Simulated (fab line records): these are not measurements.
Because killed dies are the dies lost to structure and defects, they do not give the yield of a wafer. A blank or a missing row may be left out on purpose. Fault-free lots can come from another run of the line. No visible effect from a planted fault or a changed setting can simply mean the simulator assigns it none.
A struck lot beside a sound one -- flow gf180mcu -- 19 steps out of a route of 602
Sound: the wafers L248.2, L248.4, L248.6. Struck: wafer L236.2. (L236.3 of the same lot was not struck and is left out.) The cause comes at the end.
Order at every step that has rows: each side's tool, ch and its chambers, its first start. Under that, the readings that differ: sound wafers -- struck wafers -- difference of the means -- sigmas: that difference in standard deviations of wafers without a fault.
alike: same words and numbers on both sides, and readings whose means sit less than 2 such deviations apart. not compared: any withheld reading, any reading some wafer has no value for, any bound like >300 that may hide the same value, and any number with overlapping values for which the record gives no deviation.
The two part at a step that has a row with sigmas, a row that says differs or no value, or rows on one side only. Numbers that don't overlap but have no deviation are shown without sigmas and don't part them. Lack of a reading on every wafer of one side parts them only where that side has two or more wafers.

GF_PSD_STRIP_10: strips in O2/N2.
  sound on plasmaAsher-02 ch 0,1, day 20 20:01; struck on plasmaAsher-02 ch 0, day 15 21:23
  alike: drypumpMotorCurrentA, heaterPowerW, oesProductAu, stripTimeToEndpointS
  not compared: rfHoursCounterH
GF_PSD_TW_MEAS_11:
  sound: filmMetro-02 at day 20 20:08; struck: filmMetro-02 at day 15 21:31
  alike: PSD_TW
then, 1 step without rows for these wafers: GF_PSD_CLEAN_12 (cleans in SC1/SC2, time 150 s).
GF_PSD_RTA_13: time 20 s.
  sound on rtpAnneal-01 ch 0, day 20 20:15; struck on rtpAnneal-02 ch 0, day 15 21:38
  alike: lampPowerPct, wafer_temp_C_max
GF_PSD_RS_MEAS_14: the measuring method here is four-point-probe.
  sound: filmMetro-02 at day 20 20:20; struck: filmMetro-02 at day 15 21:43
reading,sound,struck,difference,sigmas
NSD_RS (ohm/sq),45.95 46.01 45.92,46.27,+0.31,+3
GF_PSD_RS_MEAS_15: the measuring method here is four-point-probe.
  sound: filmMetro-02 at day 20 20:28; struck: filmMetro-02 at day 15 21:50
  alike: PSD_RS
GF_SAB_CVD_00: deposits SiO2 from TEOS, target thk 50 nm, time 4.9302 s.
  sound on pecvd-02 ch 0,1,2, day 20 20:34; struck on pecvd-03 ch 0, day 15 21:56
  alike: heaterPowerW
GF_SAB_THK_MEAS_01:
  sound: filmMetro-01 at day 20 20:35; struck: filmMetro-01 at day 15 21:58
  alike: SAB_CVD_00_THK
then, 4 steps without rows for these wafers: GF_SAB_DEHYDRATE_02 (time 60 s); GF_SAB_HMDS_03 (prime time 60 s); GF_SAB_COAT_04 (resist thk 1000 nm); GF_SAB_SOFTBAKE_05 (time 60 s).
GF_SAB_EXPOSE_06: exposes mask SAB, target cd 420 nm.
  sound on ilineStepper-02 ch 0, day 21 08:25; struck on ilineStepper-01 ch 0, day 16 08:58
  alike: mask
then, 2 steps without rows for these wafers: GF_SAB_PEB_07; GF_SAB_DEVELOP_08 (develop time 60 s).
GF_SAB_CD_MEAS_09 targets a cd of 420 nm.
  sound: cdSem-01 at day 21 20:01; struck: cdSem-01 at day 16 19:45
reading,sound,struck,difference,sigmas
cdNm (nm),417.4 414.9 415.8,326.2,-89.8,-45
GF_SAB_OVL_MEAS_10:
  sound: overlay-01 at day 21 20:07; struck: overlay-02 at day 16 19:52
  alike: SAB_OVL
GF_SAB_ETCH_11: etches SiO2 in C4F8/O2/Ar, target depth 55 nm, time 8.5 s.
  sound on rieDiel-04 ch 0,3, day 21 20:09; struck on rieDiel-04 ch 3, day 16 19:53
reading,sound,struck,difference,sigmas
model.SAB.cdNm (nm),417.2 414.9 415.9,326,-90,
  alike: oesProductAu
  not compared: rfHoursCounterH
then, 1 step without rows for these wafers: GF_SAB_WET_ETCH_12 (etches SiO2 in dHF, target depth 22 nm, time 440 s).

WHERE THEY PART
At GF_PSD_RS_MEAS_14 first; at GF_SAB_CD_MEAS_09 last (within this record only). Later steps at which nothing parts them and some readings are alike: GF_SAB_OVL_MEAS_10, GF_SAB_ETCH_11.

WHY: what the simulator had put in
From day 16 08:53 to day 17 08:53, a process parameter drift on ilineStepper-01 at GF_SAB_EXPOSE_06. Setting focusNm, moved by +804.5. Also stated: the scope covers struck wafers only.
